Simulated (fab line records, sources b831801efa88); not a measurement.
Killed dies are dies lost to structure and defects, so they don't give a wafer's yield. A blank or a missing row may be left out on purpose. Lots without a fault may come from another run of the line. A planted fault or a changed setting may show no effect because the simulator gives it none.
Problem report in the 8D (eight disciplines) form, filled by code | flow sky130 | the parts of the form that need people (team, actions taken, sign-off) are left out

1. THE PROBLEM
oes_product_au at SKY_LOCAL_INTERCONNECT_METAL_ETCH_14 reads a mean of 0.910 a.u. on 4 wafers of 2 lots; wafers without a fault read 0.944 a.u. with a standard deviation of 0.0075. That is -4.5 standard deviations from the usual mean.
The step: etches TiN in Cl2/BCl3, stops on PSG, target depth 110 nm, time 31.4 s.
First seen on wafer L649.2, day 33 07:39, on rie_metal-03. The record holds 37 wafers of 13 lots with a number at this step. Rule for "out", or "out of limits": more than 4 standard deviations from the usual mean. The other wafers with a number count as sound.

2. WHAT IT IS AND WHAT IT IS NOT
question                    | is                     | is not
which readings at this step | oes_product_au         | drypump_motor_current_A
which lots                  | L649, L652             | L641, L642, L643, L648, L658, L659, L660, L661, L662, L663, L664
which wafers of those lots  | all that have a number | -
read on which tools         | rie_metal-03           | rie_metal-01, rie_metal-02
when                        | from day 33 07:39      | up to then (12 sound wafers); but 21 sound wafers of L658, L659, L660, L661, L662, L663, L664 came after

3. SUSPECTS, AND WHAT RULES EACH OUT
Counting: a tool at a process step up to the reading stays a suspect if it ran every lot that is out and no sound lot after the first of them.
- plasma_asher-02 at SKY_LI_CONTACT_STRIP_16 (strips in O2/N2): ruled out as a lasting fault. Sound lots L663 ran on it after its first lot that is out, L649 (day 32 03:34).
- rie_metal-03 at SKY_LOCAL_INTERCONNECT_METAL_ETCH_14 (etches TiN in Cl2/BCl3, stops on PSG, target depth 110 nm, time 31.4 s): ruled out as a lasting fault. Sound lots L661, L662 ran on it after its first lot that is out, L649 (day 33 07:39).
Left after counting: nothing in the record.

4. THE CAUSE (what the simulator had put in)
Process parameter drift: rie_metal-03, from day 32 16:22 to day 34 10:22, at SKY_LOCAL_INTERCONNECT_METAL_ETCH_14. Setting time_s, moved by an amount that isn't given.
Counting ruled it out, wrongly.

5. THE CHAIN OF EFFECTS, in route order
Each row: a reading whose mean over the struck wafers that have a number lies more than 3 standard deviations from the usual. Only readings for which the record gives a usual standard deviation are gone through. hours: the time from each lot's start at the first step in this table that gives one to its start at this step, as a median over the lots. sigmas: the change in usual standard deviations.
hours | step                                 | reading        | usual      | on struck wafers | change | sigmas
0     | SKY_LOCAL_INTERCONNECT_METAL_ETCH_14 | oes_product_au | 0.944 a.u. | 0.910            | -0.034 | -4.5
The process steps in it:
- SKY_LOCAL_INTERCONNECT_METAL_ETCH_14: etches TiN in Cl2/BCl3, stops on PSG, target depth 110 nm, time 31.4 s.

6. WHAT WOULD HAVE CAUGHT IT SOONER
In this record the first reading out of limits was taken at day 33 07:39, 15 hours after the fault began at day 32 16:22.
